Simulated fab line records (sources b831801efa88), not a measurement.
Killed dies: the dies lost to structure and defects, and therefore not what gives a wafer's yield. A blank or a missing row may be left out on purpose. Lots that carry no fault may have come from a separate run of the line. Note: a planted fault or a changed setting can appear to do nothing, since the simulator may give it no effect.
Which tool was responsible? :: flow sfq-line :: 42 wafers from 14 lots sampled at 4 of the route's 325 steps

== WHAT EACH GAUGE READ, for each wafer ==
No reading from a measuring or inspecting step in the record can be judged against a usual standard deviation.

== TOOL THAT RAN EACH LOT (tool first, then ch and the chambers of the sampled wafers, then the start) ==
lot: L628
SFQ_TRILAYER_M2_STRIP_STRIP_061: rie-metal-02 ch 0,1, day 32 06:31
SFQ_TRILAYER_I3_VIA_BARC_OPEN_VIA_ETCH_121: rie-diel-03 ch 0,1,3, day 49 17:41
SFQ_TRILAYER_I4_CMP_CMP_100: cmp-02 ch 0,3, day 55 07:09
SFQ_TRILAYER_JJ_TRILAYER_DEP_SPUTTER_110: pvd-sputter-05, day 55 15:30

lot: L629
SFQ_TRILAYER_M2_STRIP_STRIP_061: rie-metal-02 ch 0,1, day 32 08:43
SFQ_TRILAYER_I3_VIA_BARC_OPEN_VIA_ETCH_121: rie-diel-02 ch 2,3, day 49 18:53
SFQ_TRILAYER_I4_CMP_CMP_100: cmp-01 ch 0,1,3, day 55 08:39
SFQ_TRILAYER_JJ_TRILAYER_DEP_SPUTTER_110: pvd-sputter-06, day 55 17:54

lot: L631
SFQ_TRILAYER_M2_STRIP_STRIP_061: rie-metal-02 ch 0,1, day 32 12:31
SFQ_TRILAYER_I3_VIA_BARC_OPEN_VIA_ETCH_121: rie-diel-03 ch 0,1,2, day 49 23:41
SFQ_TRILAYER_I4_CMP_CMP_100: cmp-02 ch 0,3, day 55 13:09
SFQ_TRILAYER_JJ_TRILAYER_DEP_SPUTTER_110: pvd-sputter-05, day 55 22:42

lot: L632
SFQ_TRILAYER_M2_STRIP_STRIP_061: rie-metal-03 ch 1, day 32 14:55
SFQ_TRILAYER_I3_VIA_BARC_OPEN_VIA_ETCH_121: rie-diel-02 ch 0,1,3, day 50 03:25
SFQ_TRILAYER_I4_CMP_CMP_100: cmp-02 ch 0,2,3, day 55 19:09
SFQ_TRILAYER_JJ_TRILAYER_DEP_SPUTTER_110: pvd-sputter-05, day 56 05:31

lot: L633
SFQ_TRILAYER_M2_STRIP_STRIP_061: rie-metal-04 ch 0,1, day 32 16:07
SFQ_TRILAYER_I3_VIA_BARC_OPEN_VIA_ETCH_121: rie-diel-03 ch 0,1, day 50 04:37
SFQ_TRILAYER_I4_CMP_CMP_100: cmp-01 ch 1,2,3, day 55 21:39
SFQ_TRILAYER_JJ_TRILAYER_DEP_SPUTTER_110: pvd-sputter-04, day 56 07:06

lot: L634
SFQ_TRILAYER_M2_STRIP_STRIP_061: rie-metal-03 ch 1, day 32 18:43
SFQ_TRILAYER_I3_VIA_BARC_OPEN_VIA_ETCH_121: rie-diel-04 ch 0,1,2, day 50 07:01
SFQ_TRILAYER_I4_CMP_CMP_100: cmp-02 ch 0,2,3, day 55 22:09
SFQ_TRILAYER_JJ_TRILAYER_DEP_SPUTTER_110: pvd-sputter-06, day 56 09:30

lot: L635
SFQ_TRILAYER_M2_STRIP_STRIP_061: rie-metal-04 ch 0, day 32 20:43
SFQ_TRILAYER_I3_VIA_BARC_OPEN_VIA_ETCH_121: rie-diel-02 ch 0,2, day 50 09:25
SFQ_TRILAYER_I4_CMP_CMP_100: cmp-02 ch 0,2, day 56 01:09
SFQ_TRILAYER_JJ_TRILAYER_DEP_SPUTTER_110: pvd-sputter-04, day 56 12:04

lot: L636
SFQ_TRILAYER_M2_STRIP_STRIP_061: rie-metal-03 ch 0,1, day 32 21:55
SFQ_TRILAYER_I3_VIA_BARC_OPEN_VIA_ETCH_121: rie-diel-03 ch 1,2, day 50 14:20
SFQ_TRILAYER_I4_CMP_CMP_100: cmp-01 ch 1,2, day 56 06:13
SFQ_TRILAYER_JJ_TRILAYER_DEP_SPUTTER_110: pvd-sputter-06, day 56 15:30

lot: L637
SFQ_TRILAYER_M2_STRIP_STRIP_061: rie-metal-04 ch 0,1, day 33 04:15
SFQ_TRILAYER_I3_VIA_BARC_OPEN_VIA_ETCH_121: rie-diel-04 ch 0,1, day 50 16:44
SFQ_TRILAYER_I4_CMP_CMP_100: cmp-02 ch 0,1,2, day 56 07:39
SFQ_TRILAYER_JJ_TRILAYER_DEP_SPUTTER_110: pvd-sputter-06, day 56 22:52

lot: L641
SFQ_TRILAYER_M2_STRIP_STRIP_061: rie-metal-03 ch 0,1, day 33 10:19
SFQ_TRILAYER_I3_VIA_BARC_OPEN_VIA_ETCH_121: rie-diel-02 ch 2,3, day 50 23:56
SFQ_TRILAYER_I4_CMP_CMP_100: cmp-01 ch 0,1, day 56 15:43
SFQ_TRILAYER_JJ_TRILAYER_DEP_SPUTTER_110: pvd-sputter-06, day 57 05:55

lot: L643
SFQ_TRILAYER_M2_STRIP_STRIP_061: rie-metal-02 ch 0,1, day 33 13:55
SFQ_TRILAYER_I3_VIA_BARC_OPEN_VIA_ETCH_121: rie-diel-04 ch 0,2, day 51 04:44
SFQ_TRILAYER_I4_CMP_CMP_100: cmp-02 ch 1,2,3, day 56 20:09
SFQ_TRILAYER_JJ_TRILAYER_DEP_SPUTTER_110: pvd-sputter-06, day 57 08:18

lot: L645
SFQ_TRILAYER_M2_STRIP_STRIP_061: rie-metal-04 ch 0,1, day 33 16:55
SFQ_TRILAYER_I3_VIA_BARC_OPEN_VIA_ETCH_121: rie-diel-03 ch 0,1, day 51 07:08
SFQ_TRILAYER_I4_CMP_CMP_100: cmp-02 ch 0,1,3, day 56 23:09
SFQ_TRILAYER_JJ_TRILAYER_DEP_SPUTTER_110: pvd-sputter-04, day 62 13:59

lot: L646
SFQ_TRILAYER_M2_STRIP_STRIP_061: rie-metal-03 ch 0,1, day 33 18:07
SFQ_TRILAYER_I3_VIA_BARC_OPEN_VIA_ETCH_121: rie-diel-04 ch 0,2,3, day 51 08:20
SFQ_TRILAYER_I4_CMP_CMP_100: cmp-01 ch 0,1, day 57 00:13
SFQ_TRILAYER_JJ_TRILAYER_DEP_SPUTTER_110: pvd-sputter-06, day 62 17:35

lot: L649
SFQ_TRILAYER_M2_STRIP_STRIP_061: rie-metal-02 ch 0,1, day 40 16:45
SFQ_TRILAYER_I3_VIA_BARC_OPEN_VIA_ETCH_121: rie-diel-02 ch 0,1,3, day 52 09:40
SFQ_TRILAYER_I4_CMP_CMP_100: cmp-01 ch 0,1, day 57 10:31
SFQ_TRILAYER_JJ_TRILAYER_DEP_SPUTTER_110: pvd-sputter-04, day 63 15:10
- SFQ_TRILAYER_M2_STRIP_STRIP_061: strips in O2.
- SFQ_TRILAYER_I3_VIA_BARC_OPEN_VIA_ETCH_121: etches BARC in O2, target depth 125 nm, time 41.7 s.
- SFQ_TRILAYER_I4_CMP_CMP_100: polishes SiO2.
- SFQ_TRILAYER_JJ_TRILAYER_DEP_SPUTTER_110: material Al, target thk 8 nm, time 10 s.

== WHAT THE TOOLS THEMSELVES READ (means of the sampled wafers that have a number; where no wafer has one, the mark that the record gives instead) ==
SFQ_TRILAYER_M2_STRIP_STRIP_061. Usual: drypump-motor-current-A 5.7 A, standard deviation 0.42; oes-product-au 1.005 a.u., standard deviation 0.0087.
lot: L628
tool: rie-metal-02
drypump-motor-current-A (A): 5.7
oes-product-au (a.u.): 1.007
flag: 

lot: L629
tool: rie-metal-02
drypump-motor-current-A (A): 5.7
oes-product-au (a.u.): 1.008
flag: 

lot: L631
tool: rie-metal-02
drypump-motor-current-A (A): 5.7
oes-product-au (a.u.): 0.994
flag: 

lot: L632
tool: rie-metal-03
drypump-motor-current-A (A): 5.3
oes-product-au (a.u.): 1.009
flag: 

lot: L633
tool: rie-metal-04
drypump-motor-current-A (A): 6.1
oes-product-au (a.u.): 1.001
flag: 

lot: L634
tool: rie-metal-03
drypump-motor-current-A (A): 5.3
oes-product-au (a.u.): 1.008
flag: 

lot: L635
tool: rie-metal-04
drypump-motor-current-A (A): 6.3
oes-product-au (a.u.): 1.008
flag: 

lot: L636
tool: rie-metal-03
drypump-motor-current-A (A): 5.3
oes-product-au (a.u.): 1.007
flag: 

lot: L637
tool: rie-metal-04
drypump-motor-current-A (A): 6.1
oes-product-au (a.u.): 1.002
flag: 

lot: L641
tool: rie-metal-03
drypump-motor-current-A (A): 5.3
oes-product-au (a.u.): 1.007
flag: 

lot: L643
tool: rie-metal-02
drypump-motor-current-A (A): 5.7
oes-product-au (a.u.): 0.996
flag: 

lot: L645
tool: rie-metal-04
drypump-motor-current-A (A): 6.1
oes-product-au (a.u.): 1.008
flag: 

lot: L646
tool: rie-metal-03
drypump-motor-current-A (A): 5.3
oes-product-au (a.u.): 1.012
flag: 

lot: L649
tool: rie-metal-02
drypump-motor-current-A (A): 5.7
oes-product-au (a.u.): 1.001
flag: 

SFQ_TRILAYER_I3_VIA_BARC_OPEN_VIA_ETCH_121. Usual: drypump-motor-current-A 5.6 A, standard deviation 0.48; oes-product-au 0.684 a.u., standard deviation 0.0046.
lot: L628
tool: rie-diel-03
drypump-motor-current-A (A): 5.8
oes-product-au (a.u.): 0.677
flag: 

lot: L629
tool: rie-diel-02
drypump-motor-current-A (A): 5.4
oes-product-au (a.u.): 0.683
flag: 

lot: L631
tool: rie-diel-03
drypump-motor-current-A (A): 5.6
oes-product-au (a.u.): 0.682
flag: 

lot: L632
tool: rie-diel-02
drypump-motor-current-A (A): 5.8
oes-product-au (a.u.): 0.679
flag: 

lot: L633
tool: rie-diel-03
drypump-motor-current-A (A): 5.7
oes-product-au (a.u.): 0.684
flag: 

lot: L634
tool: rie-diel-04
drypump-motor-current-A (A): 5.6
oes-product-au (a.u.): 0.692
flag: 

lot: L635
tool: rie-diel-02
drypump-motor-current-A (A): 5.3
oes-product-au (a.u.): 0.688
flag: 

lot: L636
tool: rie-diel-03
drypump-motor-current-A (A): 5.6
oes-product-au (a.u.): 0.685
flag: 

lot: L637
tool: rie-diel-04
drypump-motor-current-A (A): 5.9
oes-product-au (a.u.): 0.690
flag: 

lot: L641
tool: rie-diel-02
drypump-motor-current-A (A): 5.7
oes-product-au (a.u.): 0.687
flag: 

lot: L643
tool: rie-diel-04
drypump-motor-current-A (A): 6.0
oes-product-au (a.u.): 0.687
flag: 

lot: L645
tool: rie-diel-03
drypump-motor-current-A (A): 5.7
oes-product-au (a.u.): 0.684
flag: 

lot: L646
tool: rie-diel-04
drypump-motor-current-A (A): 5.4
oes-product-au (a.u.): 0.682
flag: 

lot: L649
tool: rie-diel-02
drypump-motor-current-A (A): 5.8
oes-product-au (a.u.): 0.679
flag: 

SFQ_TRILAYER_I4_CMP_CMP_100. Usual: motor-current-A 10.0 A, standard deviation 1.1; time-to-endpoint-s 217 s, standard deviation 8.4.
lot: L628
tool: cmp-02
motor-current-A (A): 10.9
time-to-endpoint-s (s): 214
flag: 

lot: L629
tool: cmp-01
motor-current-A (A): 9.9
time-to-endpoint-s (s): 221
flag: 

lot: L631
tool: cmp-02
motor-current-A (A): 11.1
time-to-endpoint-s (s): 225
flag: 

lot: L632
tool: cmp-02
motor-current-A (A): 10.0
time-to-endpoint-s (s): 220
flag: 

lot: L633
tool: cmp-01
motor-current-A (A): 10.3
time-to-endpoint-s (s): 215
flag: 

lot: L634
tool: cmp-02
motor-current-A (A): 10.3
time-to-endpoint-s (s): 223
flag: 

lot: L635
tool: cmp-02
motor-current-A (A): 9.0
time-to-endpoint-s (s): 221
flag: 

lot: L636
tool: cmp-01
motor-current-A (A): 10.3
time-to-endpoint-s (s): 218
flag: 

lot: L637
tool: cmp-02
motor-current-A (A): 9.0
time-to-endpoint-s (s): 223
flag: 

lot: L641
tool: cmp-01
motor-current-A (A): 10.9
time-to-endpoint-s (s): 218
flag: 

lot: L643
tool: cmp-02
motor-current-A (A): 10.1
time-to-endpoint-s (s): 183
flag: OFF

lot: L645
tool: cmp-02
motor-current-A (A): 10.1
time-to-endpoint-s (s): 188
flag: OFF

lot: L646
tool: cmp-01
motor-current-A (A): 10.8
time-to-endpoint-s (s): 219
flag: 

lot: L649
tool: cmp-01
motor-current-A (A): 10.8
time-to-endpoint-s (s): 220
flag: 

SFQ_TRILAYER_JJ_TRILAYER_DEP_SPUTTER_110. Usual: chamber-pressure-pa 0.4000 Pa, standard deviation 0.00076; throttle-valve-pct 30.0 %, standard deviation 1.4.
lot: L628
tool: pvd-sputter-05
chamber-pressure-pa (Pa): 0.4001
throttle-valve-pct (%): 30.3
flag: 

lot: L629
tool: pvd-sputter-06
chamber-pressure-pa (Pa): 0.4001
throttle-valve-pct (%): 29.8
flag: 

lot: L631
tool: pvd-sputter-05
chamber-pressure-pa (Pa): 0.4002
throttle-valve-pct (%): 30.3
flag: 

lot: L632
tool: pvd-sputter-05
chamber-pressure-pa (Pa): 0.3993
throttle-valve-pct (%): 29.4
flag: 

lot: L633
tool: pvd-sputter-04
chamber-pressure-pa (Pa): 0.3998
throttle-valve-pct (%): 31.3
flag: 

lot: L634
tool: pvd-sputter-06
chamber-pressure-pa (Pa): 0.4001
throttle-valve-pct (%): 29.2
flag: 

lot: L635
tool: pvd-sputter-04
chamber-pressure-pa (Pa): 0.4008
throttle-valve-pct (%): 31.2
flag: 

lot: L636
tool: pvd-sputter-06
chamber-pressure-pa (Pa): 0.3994
throttle-valve-pct (%): 30.1
flag: 

lot: L637
tool: pvd-sputter-06
chamber-pressure-pa (Pa): 0.3997
throttle-valve-pct (%): 29.5
flag: 

lot: L641
tool: pvd-sputter-06
chamber-pressure-pa (Pa): 0.4000
throttle-valve-pct (%): 28.9
flag: 

lot: L643
tool: pvd-sputter-06
chamber-pressure-pa (Pa): 0.4015
throttle-valve-pct (%): 29.7
flag: 

lot: L645
tool: pvd-sputter-04
chamber-pressure-pa (Pa): 0.3990
throttle-valve-pct (%): 31.2
flag: 

lot: L646
tool: pvd-sputter-06
chamber-pressure-pa (Pa): 0.4005
throttle-valve-pct (%): 29.0
flag: 

lot: L649
tool: pvd-sputter-04
chamber-pressure-pa (Pa): 0.4004
throttle-valve-pct (%): 31.2
flag: 

== THE ANSWER, worked out from the rows above alone ==
Rule: a lot counts as off when the mean over its wafers that have a number is more than 3 standard deviations away from the usual mean. A lot without any number at a reading at which 4 lots or more have one is off too. All remaining lots with rows at the step are treated as sound. The gauges are gone through in route order, then the tools' own readings, and for those a lot's mean is taken as printed above. The first step at which some lot is off is used, and at that step the reading that is off furthest; a lot without a number counts as furthest.
Off, at SFQ_TRILAYER_I4_CMP_CMP_100 on time-to-endpoint-s: L643, L645.
If a tool, at that step or one of the process steps before it, ran each lot that is off and ran no sound lot following the first of them, it fits. One candidate fits, namely cmp-02 at SFQ_TRILAYER_I4_CMP_CMP_100. A fault onset in the window from L637 (day 56 07:39, its last sound lot) to L643 (day 56 20:09, its first lot off) fits.
On the lots that are off, the tool's own readings at SFQ_TRILAYER_I4_CMP_CMP_100 differ by more than 5 times the standard deviation of the sound lots' means, which bears it out; time-to-endpoint-s reads 186 s there versus 220 s on the sound lots.

== WHAT THE SIMULATOR HAD INSERTED ==
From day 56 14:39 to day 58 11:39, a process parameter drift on cmp-02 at SFQ_TRILAYER_I4_CMP_CMP_100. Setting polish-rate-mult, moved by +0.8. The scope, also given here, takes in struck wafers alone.
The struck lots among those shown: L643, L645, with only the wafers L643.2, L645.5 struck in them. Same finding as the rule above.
